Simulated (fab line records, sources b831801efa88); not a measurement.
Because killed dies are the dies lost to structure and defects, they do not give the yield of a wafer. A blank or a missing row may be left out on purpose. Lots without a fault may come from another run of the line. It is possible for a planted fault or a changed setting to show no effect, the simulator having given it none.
fab line records	flow sky130
[record] lots = 5	wafers = 15	last_day = 50
route steps=708 shown METAL1@434 PAD_OPEN@708
lots that met no fault: from a run of the same line without faults
start_h: the number of hours between the record's first day and the start of the first shown wafer of the lot	wait_h: hours from the lot's prior step to this one	" as in the row above	L1.1+2: a single row standing in for several wafers	- no value present, or no start provided	* or withheld: withheld	< > ~ a bound
route shown NAME@n: a module of which the file shows steps, and the number in the route of the first	usual: mean and standard deviation over wafers with no fault	same: alike in all rows	chamber/n: place in a boat	sites: each site's reading	_std_site: the values' standard deviation	_edge_site: outer sites' mean less inner sites'	radius_mm: for every site, how far away it sits from the centre of the wafer	mask NAME#n: copy n	behind: the tool/chamber that last shaped the wafer	hold: what put the lot on hold/how long, in hours/how the hold closed	device: transistor that didn't switch, given as n, p or np	end of line: the tests these same wafers got at the end of their route	a step given without rows: its recipe and nothing more	killed: the dies lost at the first sort to structure and to defects; this is not the yield of the wafer	map: dies across one wafer; x = killed, . = not, _ = none there
set.NAME: the setting the step ran with; set.NAME@STEP: the setting that earlier step ran with	model.NAME: the simulator's own value behind a step, which no gauge read
lots at some steps of the route; a table a step, a row a wafer
services: when a tool's chamber went out of use (start_h, in hours from the record's first day, below 0 if earlier), for how many hours, and the reason
[[steps]]
[step SKY_METAL1_SPUTTER_00]
[recipe] material = Ti	target_thk_nm = 15	power_w = 3000	time_s = 10	chamber_pressure_pa = 0.4
[usual] throttle_valve_pct = 30.7/1.1
lot.wafer	tool	chamber	start_h	wait_h	throttle_valve_pct
L988.2	pvd_sputter-03	-	794.23	0.1	32.8
L988.3	"	-	"	"	31.0
L988.6	"	-	"	"	33.3
L993.3	pvd_sputter-01	-	834.33	0.1	30.1
L993.5	"	-	"	"	29.7
L993.6	"	-	"	"	29.6
L997.1	pvd_sputter-03	-	862.89	0.2	29.3
L997.3	"	-	"	"	31.6
L997.4	"	-	"	"	33.1
L103.2	pvd_sputter-01	-	896.76	0.1	29.7
L103.3	"	-	"	"	30.5
L103.4	"	-	"	"	30.0
L105.2	pvd_sputter-01	-	923.30	0.2	30.0
L105.3	"	-	"	"	30.3
L105.6	"	-	"	"	30.3
[step SKY_METAL1_SPUTTER_01]
[recipe] material = TiN	target_thk_nm = 20	power_w = 6500	time_s = 16.7	chamber_pressure_pa = 0.4
[step SKY_METAL1_SPUTTER_02]
[recipe] material = AlCu	target_thk_nm = 250	power_w = 10600	time_s = 13.3	chamber_pressure_pa = 0.4
[step SKY_METAL1_SPUTTER_03]
[recipe] material = Ti	target_thk_nm = 5	power_w = 3000	time_s = 3.3	chamber_pressure_pa = 0.4
[usual] throttle_valve_pct = 30.7/1.1
lot.wafer	tool	chamber	start_h	wait_h	throttle_valve_pct
L988.2	pvd_sputter-03	-	794.30	0.0	32.8
L988.3	"	-	"	"	30.7
L988.6	"	-	"	"	32.9
L993.3	pvd_sputter-01	-	834.41	0.0	30.4
L993.5	"	-	"	"	30.0
L993.6	"	-	"	"	29.5
L997.1	pvd_sputter-03	-	862.97	0.0	29.4
L997.3	"	-	"	"	31.4
L997.4	"	-	"	"	33.0
L103.2	pvd_sputter-01	-	896.83	0.0	29.8
L103.3	"	-	"	"	30.3
L103.4	"	-	"	"	29.8
L105.2	pvd_sputter-01	-	923.38	0.0	29.7
L105.3	"	-	"	"	30.3
L105.6	"	-	"	"	30.1
[step SKY_METAL1_SPUTTER_04]
[recipe] material = TiN	target_thk_nm = 70	power_w = 6500	time_s = 58.3	chamber_pressure_pa = 0.4
[usual] throttle_valve_pct = 30.7/1.1
lot.wafer	tool	chamber	start_h	wait_h	throttle_valve_pct
L988.2	pvd_sputter-03	-	794.32	0.0	33.0
L988.3	"	-	"	"	31.1
L988.6	"	-	"	"	33.1
L993.3	pvd_sputter-01	-	834.42	0.0	30.2
L993.5	"	-	"	"	29.9
L993.6	"	-	"	"	29.4
L997.1	pvd_sputter-03	-	862.99	0.0	29.4
L997.3	"	-	"	"	31.4
L997.4	"	-	"	"	33.0
L103.2	pvd_sputter-01	-	896.85	0.0	29.3
L103.3	"	-	"	"	30.4
L103.4	"	-	"	"	30.0
L105.2	pvd_sputter-01	-	923.39	0.0	29.9
L105.3	"	-	"	"	30.4
L105.6	"	-	"	"	30.4
[step SKY_METAL1_RS_MEAS_05]
[recipe] thk_meas_gauge = four-point-probe	reads = TiN_of_METAL1_SPUTTER_04+Ti_of_METAL1_SPUTTER_03+AlCu_of_METAL1_SPUTTER_02+TiN_of_METAL1_SPUTTER_01+Ti_of_METAL1_SPUTTER_00
[usual] METAL1_ALCU_RS = 0.1268/0.0013
lot.wafer	tool	chamber	start_h	wait_h	METAL1_ALCU_RS[ohm/sq]
L988.2	film_metro-01	-	794.39	0.0	0.1286
L988.3	"	-	"	"	0.1274
L988.6	"	-	"	"	0.1281
L993.3	film_metro-01	-	834.51	0.1	0.1266
L993.5	"	-	"	"	0.1267
L993.6	"	-	"	"	0.1277
L997.1	film_metro-04	-	863.03	0.0	0.1252
L997.3	"	-	"	"	0.1259
L997.4	"	-	"	"	0.1259
L103.2	film_metro-01	-	896.92	0.0	0.1278
L103.3	"	-	"	"	0.1290
L103.4	"	-	"	"	0.1293
L105.2	film_metro-04	-	923.46	0.0	0.1283
L105.3	"	-	"	"	0.1287
L105.6	"	-	"	"	0.1274
[step SKY_METAL1_THK_MEAS_06]
[recipe] thk_meas_gauge = xrf	reads = AlCu_of_METAL1_SPUTTER_02
[usual] METAL1_ALCU_THK = 253.0/2.6
lot.wafer	tool	chamber	start_h	wait_h	METAL1_ALCU_THK[nm]
L988.2	film_metro-01	-	794.50	0.1	249.7
L988.3	"	-	"	"	251.1
L988.6	"	-	"	"	250.1
L993.3	film_metro-01	-	834.61	0.1	254.4
L993.5	"	-	"	"	254.0
L993.6	"	-	"	"	254.2
L997.1	film_metro-04	-	863.15	0.1	254.9
L997.3	"	-	"	"	254.1
L997.4	"	-	"	"	253.6
L103.2	film_metro-01	-	897.03	0.1	251.0
L103.3	"	-	"	"	249.3
L103.4	"	-	"	"	248.5
L105.2	film_metro-04	-	923.57	0.1	247.2
L105.3	"	-	"	"	247.6
L105.6	"	-	"	"	249.4
[step SKY_METAL1_DEHYDRATE_07]
[recipe] temp_c = 200	time_s = 60
[step SKY_METAL1_HMDS_08]
[recipe] prime_time_s = 60	prime_temp_c = 120
[step SKY_METAL1_COAT_09]
[recipe] resist = BARC	temp_c = withheld	time_s = withheld	spin_rpm = 3000	resist_thk_nm = 60
[step SKY_METAL1_COAT_10]
[recipe] resist = KrF-thick	spin_rpm = 3000	resist_thk_nm = 450
[step SKY_METAL1_SOFTBAKE_11]
[recipe] temp_c = 100	time_s = 90	resist = KrF-thick
[step SKY_METAL1_EXPOSE_12]
[recipe] mask_id = MM1	na = 0.8	source_shape = annular	sigma_inner = 0.55	sigma_outer = 0.85	target_cd_nm = 140	dose_mj = 28
[usual] exposure_dose_mJ_cm2 = 27.85/0.032	reticle_temp_C = 23.00/0.11
[same] sigma_outer = 0.85
lot.wafer	tool	chamber	start_h	wait_h	mask	exposure_dose_mJ_cm2	reticle_temp_C
L988.2	krf_scanner-02	0	807.63	-	MM1#0	27.83	23.03
L988.3	"	0	"	"	MM1#0	27.81	23.13
L988.6	"	0	"	"	MM1#0	27.82	23.02
L993.3	krf_scanner-02	0	847.70	-	MM1#0	27.86	22.95
L993.5	"	0	"	"	MM1#0	27.81	23.11
L993.6	"	0	"	"	MM1#0	27.84	23.07
L997.1	krf_scanner-02	0	876.66	-	MM1#0	27.65	22.92
L997.3	"	0	"	"	MM1#0	27.69	22.95
L997.4	"	0	"	"	MM1#0	27.65	22.99
L103.2	krf_scanner-01	0	910.01	-	MM1#0	27.85	23.02
L103.3	"	0	"	"	MM1#0	27.91	22.92
L103.4	"	0	"	"	MM1#0	27.88	23.01
L105.2	krf_scanner-01	0	935.33	-	MM1#0	27.86	22.89
L105.3	"	0	"	"	MM1#0	27.93	23.04
L105.6	"	0	"	"	MM1#0	27.86	23.02
[step SKY_METAL1_PEB_13]
[recipe] peb_temp_c = withheld	peb_time_s = withheld	resist = KrF-thick
[step SKY_METAL1_DEVELOP_14]
[recipe] develop_time_s = 60	resist = KrF-thick	dev_temp_c = 21.8
[usual] chill_plate_temp_C = 23.00/0.098
[same] develop_time_s = 60
lot.wafer	tool	chamber	start_h	wait_h	chill_plate_temp_C	model.METAL1.cd_nm
L988.2	litho_track-04	0	-	-	22.95	138.8
L988.3	"	0	"	"	23.03	138.2
L988.6	"	0	"	"	22.96	139.2
L993.3	litho_track-02	0	-	-	23.10	140.5
L993.5	"	0	"	"	23.05	140.7
L993.6	"	0	"	"	23.00	139.9
L997.1	litho_track-02	0	-	-	22.96	135.5
L997.3	"	0	"	"	22.88	134.6
L997.4	"	0	"	"	23.00	134.5
L103.2	litho_track-02	0	-	-	23.13	141.1
L103.3	"	0	"	"	23.05	141.4
L103.4	"	0	"	"	23.09	142.4
L105.2	litho_track-04	0	-	-	22.80	138.4
L105.3	"	0	"	"	23.09	138.3
L105.6	"	0	"	"	23.03	138
[step SKY_METAL1_CD_MEAS_15]
[recipe] target_cd_nm = 140
[usual] cd_nm = 139.8/1.7
lot.wafer	tool	chamber	start_h	wait_h	cd_nm
L988.2	cd_sem-02	-	820.69	-	138.7
L988.3	"	-	"	"	138.3
L988.6	"	-	"	"	139.2
L993.3	cd_sem-01	-	860.15	-	140.3
L993.5	"	-	"	"	140.6
L993.6	"	-	"	"	139.8
L997.1	cd_sem-02	-	889.56	-	135.7
L997.3	"	-	"	"	134.6
L997.4	"	-	"	"	134.5
L103.2	cd_sem-02	-	922.43	-	141.2
L103.3	"	-	"	"	141.5
L103.4	"	-	"	"	142.3
L105.2	cd_sem-01	-	947.94	-	138.2
L105.3	"	-	"	"	138.0
L105.6	"	-	"	"	138.6
[step SKY_METAL1_OVL_MEAS_16]
[usual] METAL1_OVL = 1/5.3
lot.wafer	tool	chamber	start_h	wait_h	METAL1_OVL[nm]
L988.2	overlay-02	-	820.79	0.1	1
L988.3	"	-	"	"	2
L988.6	"	-	"	"	4
L993.3	overlay-02	-	860.25	0.1	-3
L993.5	"	-	"	"	6
L993.6	"	-	"	"	8
L997.1	overlay-02	-	889.68	0.1	-4
L997.3	"	-	"	"	0
L997.4	"	-	"	"	10
L103.2	overlay-02	-	922.54	0.1	0
L103.3	"	-	"	"	5
L103.4	"	-	"	"	0
L105.2	overlay-02	-	948.04	0.1	0
L105.3	"	-	"	"	2
L105.6	"	-	"	"	7
[step SKY_METAL1_DESCUM_17]
[recipe] chemistry = O2	source_power_w = 150	bias_power_w = 0	pressure_mtorr = 10	temp_c = 40	time_s = 8
[usual] drypump_motor_current_A = 5.8/0.37	oes_product_au = 1.007/0.0065
lot.wafer	tool	chamber	start_h	wait_h	drypump_motor_current_A	oes_product_au	rf_hours_counter_h
L988.2	rie_metal-03	0	820.82	0.0	6.3	0.999	2
L988.3	"	1	"	"	5.9	0.998	-
L988.6	"	1	"	"	6.0	0.995	-
L993.3	rie_metal-03	1	860.28	0.0	6.0	1.000	-
L993.5	"	0	"	"	6.3	1.009	-
L993.6	"	1	"	"	5.9	1.002	-
L997.1	rie_metal-02	1	889.72	0.0	5.7	1.006	8
L997.3	"	1	"	"	5.7	1.009	-
L997.4	"	0	"	"	6.3	1.000	-
L103.2	rie_metal-04	1	922.58	0.0	5.4	1.009	-
L103.3	"	1	"	"	5.4	1.011	-
L103.4	"	1	"	"	5.4	1.000	-
L105.2	rie_metal-02	1	948.07	0.0	5.7	1.013	11
L105.3	"	1	"	"	5.7	1.007	-
L105.6	"	1	"	"	5.7	1.009	-
[step SKY_METAL1_ETCH_18]
[recipe] chemistry = N2/H2	target = BARC	ion_energy_ev = 200	bias_w = 100	pressure_mtorr = 30	n2_flow_sccm = 100	h2_flow_sccm = 200	icp_w = 500	stop_on = SiO2	time_s = 45.9	target_depth_a = 600
[step SKY_METAL1_METAL_ETCH_19]
[recipe] target_depth_a = 3600	stop_on = SiO2	over_etch_frac = 0.3	time_s = 78	chemistry = Cl2/BCl3	resist_sidewall_deg = 88	pressure_mtorr = 10	icp_w = 900	bias_w = 48.5	Cl2_flow_sccm = 60	bcl3_flow_sccm = 30
[usual] drypump_motor_current_A = 5.8/0.38	oes_product_au = 0.855/0.0052	throttle_valve_pct = 22.265/0.0084
lot.wafer	tool	chamber	start_h	wait_h	drypump_motor_current_A	oes_product_au	rf_hours_counter_h	throttle_valve_pct	model.METAL1.cd_nm
L988.2	rie_metal-03	0	820.92	0.0	6.3	0.852	2	22.248	138.3
L988.3	"	1	"	"	5.9	0.859	-	22.266	139.3
L988.6	"	1	"	"	6.0	0.851	-	22.272	141.1
L993.3	rie_metal-03	1	860.39	0.1	5.9	0.850	-	22.267	141
L993.5	"	0	"	"	6.3	0.855	-	22.259	139.4
L993.6	"	1	"	"	6.0	0.844	-	22.262	141.6
L997.1	rie_metal-02	1	889.81	0.0	5.7	0.853	8	22.260	135
L997.3	"	1	"	"	5.7	0.866	-	22.277	134.9
L997.4	"	0	"	"	6.3	0.862	-	22.273	134.3
L103.2	rie_metal-04	1	922.79	0.1	5.4	0.853	-	22.257	139.9
L103.3	"	1	"	"	5.4	0.848	-	22.266	138.2
L103.4	"	1	"	"	5.4	0.844	-	22.271	139.6
L105.2	rie_metal-02	1	948.17	0.0	5.7	0.850	11	22.263	138.9
L105.3	"	1	"	"	5.7	0.853	-	22.261	139.1
L105.6	"	1	"	"	5.7	0.855	-	22.288	138.8
[step SKY_METAL1_STRIP_20]
[recipe] chemistry = O2/N2	power_w = 1400	pressure_mtorr = 1500	platen_temp_c = withheld	o2_flow_sccm = 3000	n2_flow_sccm = 300	overash_fraction = 0.5
[usual] drypump_motor_current_A = 5.8/0.47	oes_product_au = 0.341/0.0046	strip_time_to_endpoint_s = 2.660/0.026
lot.wafer	tool	chamber	start_h	wait_h	drypump_motor_current_A	oes_product_au	rf_hours_counter_h	strip_time_to_endpoint_s
L988.2	plasma_asher-03	1	821.01	0.1	6.5	0.342	6	2.694
L988.3	"	1	"	"	6.4	0.339	-	2.684
L988.6	"	1	"	"	6.4	0.342	-	2.720
L993.3	plasma_asher-04	0	860.49	0.1	5.1	0.339	-	2.703
L993.5	"	0	"	"	5.1	0.341	-	2.613
L993.6	"	1	"	"	5.6	0.342	-	2.687
L997.1	plasma_asher-04	1	889.90	0.1	5.6	0.336	76	2.663
L997.3	"	1	"	"	5.6	0.335	-	2.655
L997.4	"	0	"	"	5.1	0.343	-	2.661
L103.2	plasma_asher-03	1	922.94	0.1	6.4	0.344	16	2.656
L103.3	"	1	"	"	6.4	0.344	-	2.670
L103.4	"	0	"	"	5.5	0.347	-	2.678
L105.2	plasma_asher-04	1	948.26	0.1	5.6	0.340	82	2.626
L105.3	"	1	"	"	5.6	0.353	-	2.636
L105.6	"	0	"	"	5.1	0.344	-	2.669
[step SKY_PAD_OPEN_PROBE_99]
[usual] defect_limited_yield = 82.1/1.8	killed_at_M0_to_M3 = 45/6.9	killed_at_M4_up = 3.2/1.8	killed_at_contacts = 25/5.3	killed_at_front_end = 16/4.3	killed_at_other = 0.2/0.52	killed_dies = 88/8.7	killed_open = 48/6.5	killed_short = 40/6	sort_bin_3_pad_short = 0.9/0.4	sort_bin_5_function = 10.8/1.5	sort_bin_6_memory = 6.3/1	sort_n_pass = 404/8.7	sort_yield_pct = 82.1/1.8
[same] gross_dies = 492	killed_at_back_side = 0	sort_bin_4_leakage[%] = 0	sort_bin_8_speed[%] = 0
lot.wafer	tool	chamber	start_h	wait_h	defect_limited_yield[%]	killed_at_M0_to_M3	killed_at_M4_up	killed_at_contacts	killed_at_front_end	killed_at_other	killed_dies	killed_open	killed_short	sort_bin_3_pad_short[%]	sort_bin_5_function[%]	sort_bin_6_memory[%]	sort_n_pass	sort_yield_pct[%]
L997.4	prober-02	-	1173.29	0.2	80.1	46	6	25	19	2	98	50	48	0.8	12.4	6.7	394	80.1
// killed by level:class
L997.4 VIA1:geometric_particle:short=8 VIA3:geometric_particle:open=8 LI_CONTACT:geometric_particle:open=8 CONTACT:geometric_particle:open=7 VIA1:geometric_particle:open=7 FIELD_ISO:geometric_particle:open=6 METAL2:geometric_particle:short=6 LOCAL_INTERCONNECT:geometric_particle:short=5
[[services]]
tool	chamber	start_h	hours	kind
krf_scanner-01	-	771.19	1.3	pm
krf_scanner-01	-	773.74	1.0	pm
plasma_asher-03	-	780.13	10.7	pm
pvd_sputter-03	-	780.42	9.9	repair
krf_scanner-02	-	783.26	0.8	pm
pvd_sputter-01	-	789.67	2.1	repair
plasma_asher-03	-	794.42	5.7	repair
krf_scanner-02	-	796.76	0.5	repair
krf_scanner-01	-	802.64	0.8	pm
krf_scanner-02	-	817.61	1.0	pm
plasma_asher-04	-	820.76	11.2	pm
pvd_sputter-01	-	837.56	9.8	repair
krf_scanner-01	-	854.13	1.7	repair
plasma_asher-03	-	892.02	2.8	pm
plasma_asher-03	-	897.16	3.2	repair
rie_metal-02	-	904.70	0.1	repair
krf_scanner-02	-	910.35	1.3	pm
krf_scanner-01	-	913.19	4.4	pm
pvd_sputter-03	-	917.11	9.1	repair
pvd_sputter-01	1	940.97	-	consumable_replace:kit
pvd_sputter-01	1	940.97	18.0	scheduled_down
pvd_sputter-01	1	940.97	18.0	vent_cycle
krf_scanner-01	-	942.74	1.0	pm
krf_scanner-01	-	947.09	1.3	pm
[[key]]
[first_sign] step = SKY_METAL1_EXPOSE_12	reading = exposure_dose_mJ_cm2	direction = down	sigmas = 5.7	usual = *	struck = *
[effect] step = SKY_METAL1_CD_MEAS_15	reading = cd_nm	direction = down	sigmas = 2.8	usual = 139.8	struck = 135.0	wafers_moved = 2	through = control_loop
[model_effect] step = SKY_METAL1_DEVELOP_14	value = METAL1.cd_nm	without = 138.6	struck = 134.9
[model_effect] step = SKY_METAL1_METAL_ETCH_19	value = METAL1.cd_nm	without = 138.5	struck = 134.7
met_at SKY_METAL1_EXPOSE_12
struck_wafers L997.1,L997.3,L997.4
[loop_trim] step = SKY_METAL1_EXPOSE_12	setting = dose	lots = L997
onset_between 847.70 876.66
[fault] kind = process_parameter_drift	tool = krf_scanner-02	chamber = -	onset_h = 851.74	steps = SKY_METAL1_EXPOSE_12	channel = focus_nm	offset = 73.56	spread_by_wafer = 0.3	shape = step	end_h = 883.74
// loop_trim: a control loop set the setting to another value than it would have without faults
